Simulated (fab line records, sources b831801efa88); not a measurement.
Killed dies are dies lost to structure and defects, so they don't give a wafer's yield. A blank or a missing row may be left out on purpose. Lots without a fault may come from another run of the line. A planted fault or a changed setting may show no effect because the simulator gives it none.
Which tool did it? | flow sky130 | 10 lots, 30 wafers sampled, at 5 steps of a route of 708

WHAT THE GAUGES READ, wafer by wafer
SKY_POLY_GATE_THK_MEAS_01.
lot  | measured     | on            | POLY_GATE_CVD_00_THK (nm)
L161 | day 15 23:50 | film_metro-02 | 180.6 181.3 178.7
L163 | day 16 16:43 | film_metro-04 | 179.5 180.6 179.2
L165 | day 16 19:30 | film_metro-02 | 180.3 181.1 178.9
L166 | day 17 18:04 | film_metro-04 | 179.7 179.5 179.1
L167 | day 18 01:02 | film_metro-03 | 181.0 179.7 180.5
L170 | day 18 11:55 | film_metro-02 | 144.2 142.8 142.8
L171 | day 19 07:56 | film_metro-02 | 141.9 141.9 143.1
L179 | day 21 15:35 | film_metro-03 | 177.6 179.4 179.0
L180 | day 21 18:32 | film_metro-02 | 180.3 178.9 178.1
L181 | day 22 01:31 | film_metro-04 | 182.5 182.3 182.0

SKY_CONTACT_BOW_MEAS_05.
lot  | measured     | on            | CONTACT_BOW (um)
L161 | day 32 06:59 | film_metro-01 | 83 81 77
L163 | day 33 01:36 | film_metro-03 | 70 85 79
L165 | day 33 09:45 | film_metro-03 | 72 84 72
L166 | day 34 02:11 | film_metro-03 | 86 88 90
L167 | day 34 11:01 | film_metro-02 | 80 83 81
L170 | day 34 19:10 | film_metro-02 | 80 87 85
L171 | day 35 14:40 | film_metro-02 | 88 83 91
L179 | day 37 16:30 | film_metro-02 | 82 92 80
L180 | day 37 16:48 | film_metro-02 | 73 82 75
L181 | day 37 18:44 | film_metro-03 | 72 94 84

WHICH TOOL RAN EACH LOT (tool, then ch and the chambers of the sampled wafers, then the start)
lot  | SKY_POLY_GATE_CVD_00        | SKY_POLY_GATE_ETCH_17            | SKY_RES_XHIGH_STRIP_08
L161 | lpcvd-01 ch 1, day 15 22:38 | rie_si-01 ch 0,1,2, day 18 11:30 | plasma_asher-01 ch 0,1, day 28 14:34
L163 | lpcvd-01 ch 1, day 16 13:59 | rie_si-01 ch 2,3, day 19 05:49   | plasma_asher-02 ch 0,1, day 29 10:02
L165 | lpcvd-01 ch 0, day 16 17:41 | rie_si-01 ch 0,1,3, day 19 09:30 | plasma_asher-01 ch 1, day 29 18:35
L166 | lpcvd-01 ch 1, day 17 16:50 | rie_si-02 ch 0,1,3, day 20 10:13 | plasma_asher-03 ch 0,1, day 30 11:49
L167 | lpcvd-01 ch 0, day 17 23:50 | rie_si-01 ch 0,1,2, day 20 17:19 | plasma_asher-02 ch 0,1, day 30 21:23
L170 | lpcvd-01 ch 1, day 18 10:41 | rie_si-01 ch 2,3, day 21 03:16   | plasma_asher-01 ch 0,1, day 31 05:08
L171 | lpcvd-01 ch 0, day 19 06:44 | rie_si-02 ch 1,3, day 21 23:49   | plasma_asher-03 ch 0,1, day 32 03:35
L179 | lpcvd-01 ch 1, day 21 14:23 | rie_si-01 ch 0,2, day 24 10:41   | plasma_asher-02 ch 0,1, day 34 06:07
L180 | lpcvd-01 ch 1, day 21 17:20 | rie_si-02 ch 1,2, day 24 10:20   | plasma_asher-01 ch 0,1, day 34 06:11
L181 | lpcvd-01 ch 1, day 22 00:19 | rie_si-02 ch 0,1,3, day 24 16:46 | plasma_asher-03 ch 0,1, day 34 06:29
- SKY_POLY_GATE_CVD_00: deposits poly-Si, target thk 180 nm, time 720 s.
- SKY_POLY_GATE_ETCH_17: etches poly-Si in HBr/Cl2, stops on SiO2, target depth 180 nm, time 70.5 s.
- SKY_RES_XHIGH_STRIP_08: strips in O2/N2.

WHAT THE TOOLS THEMSELVES READ (means of the sampled wafers that have a number; where no wafer has one, the mark that the record gives instead)
SKY_POLY_GATE_CVD_00.
lot  | tool     | spike_tc_bottom_C (C) | spike_tc_centre_C (C) | spike_tc_lower_C (C) | spike_tc_top_C (C) | spike_tc_upper_C (C) | susceptor_temp_C (C)
L161 | lpcvd-01 | 639.3                 | 621.5                 | 621.7                | 639.2              | 617.9                | 619.80
L163 | lpcvd-01 | 639.0                 | 620.7                 | 621.9                | 638.5              | 619.1                | 620.04
L165 | lpcvd-01 | 636.7                 | 620.7                 | 621.1                | 639.2              | 621.9                | 619.70
L166 | lpcvd-01 | 639.5                 | 620.8                 | 621.3                | 638.8              | 619.2                | 619.96
L167 | lpcvd-01 | 636.2                 | 619.8                 | 620.6                | 639.9              | 621.4                | 619.93
L170 | lpcvd-01 | 628.6                 | 610.1                 | 612.1                | 628.9              | 608.1                | 610.16
L171 | lpcvd-01 | 627.8                 | 610.3                 | 610.1                | 630.7              | 611.6                | 610.51
L179 | lpcvd-01 | 639.7                 | 620.4                 | 620.8                | 638.9              | 619.1                | 620.36
L180 | lpcvd-01 | 638.4                 | 620.8                 | 621.5                | 639.8              | 618.7                | 620.01
L181 | lpcvd-01 | 639.3                 | 621.4                 | 620.8                | 638.5              | 619.3                | 619.85

SKY_POLY_GATE_ETCH_17.
lot  | tool      | drypump_motor_current_A (A) | mfc_cl2_sccm (sccm) | oes_product_au (a.u.) | throttle_valve_pct (%)
L161 | rie_si-01 | 5.6                         | 50.04               | 0.990                 | 33.687
L163 | rie_si-01 | 5.6                         | 50.07               | 0.985                 | 33.685
L165 | rie_si-01 | 5.8                         | 50.00               | 0.993                 | 33.673
L166 | rie_si-02 | 5.4                         | 50.06               | 0.982                 | 33.679
L167 | rie_si-01 | 5.6                         | 50.04               | 0.989                 | 33.678
L170 | rie_si-01 | 5.6                         | 50.13               | 0.849                 | 33.681
L171 | rie_si-02 | 5.5                         | 50.10               | 0.844                 | 33.691
L179 | rie_si-01 | 5.3                         | 50.13               | 0.982                 | 33.678
L180 | rie_si-02 | 6.1                         | 49.94               | 0.985                 | 33.686
L181 | rie_si-02 | 5.4                         | 50.09               | 0.992                 | 33.687

SKY_RES_XHIGH_STRIP_08.
lot  | tool            | drypump_motor_current_A (A) | oes_product_au (a.u.) | strip_time_to_endpoint_s (s)
L161 | plasma_asher-01 | 5.81                        | 0.708                 | 14.30
L163 | plasma_asher-02 | 5.78                        | 0.711                 | 14.28
L165 | plasma_asher-01 | 5.78                        | 0.710                 | 14.28
L166 | plasma_asher-03 | 5.72                        | 0.711                 | 14.29
L167 | plasma_asher-02 | 5.68                        | 0.709                 | 14.28
L170 | plasma_asher-01 | 5.79                        | 0.712                 | 14.28
L171 | plasma_asher-03 | 5.70                        | 0.713                 | 14.29
L179 | plasma_asher-02 | 5.76                        | 0.708                 | 14.24
L180 | plasma_asher-01 | 5.81                        | 0.714                 | 14.28
L181 | plasma_asher-03 | 5.73                        | 0.712                 | 14.23

THE ANSWER, worked out from the rows above alone
Rule: what is usual is taken from the lots themselves. Put in order of their means at a reading, lots are off if they are a third of the lots or fewer, leave a main group of 4 or more, and stand apart from it by a gap of 3 or more times the standard deviation of the main group's means; of several such gaps the widest counts. A main group whose means are all the same, to the digits that the tables above print for the reading, isn't used. A lot without any number at a reading at which 4 lots or more have one is off too. The other lots that the step has rows for count as sound. The gauges are gone through in route order, then the tools' own readings, and for those a lot's mean is taken as printed above. The first step at which some lot is off is used, and at that step the reading that is off furthest; a lot without a number counts as furthest.
Off: L170, L171, at SKY_POLY_GATE_THK_MEAS_01 (POLY_GATE_CVD_00_THK). The main group: mean 180.0 nm, standard deviation 1.
A tool fits if, at a process step before that reading, it ran every lot that is off, and no sound lot after the first of them. The gauges at SKY_POLY_GATE_THK_MEAS_01 aren't tried: what is off there is off at SKY_POLY_GATE_CVD_00 too, on other tools, and a gauge's error can't cause that. None of those tried fits.

WHAT THE SIMULATOR HAD PUT IN
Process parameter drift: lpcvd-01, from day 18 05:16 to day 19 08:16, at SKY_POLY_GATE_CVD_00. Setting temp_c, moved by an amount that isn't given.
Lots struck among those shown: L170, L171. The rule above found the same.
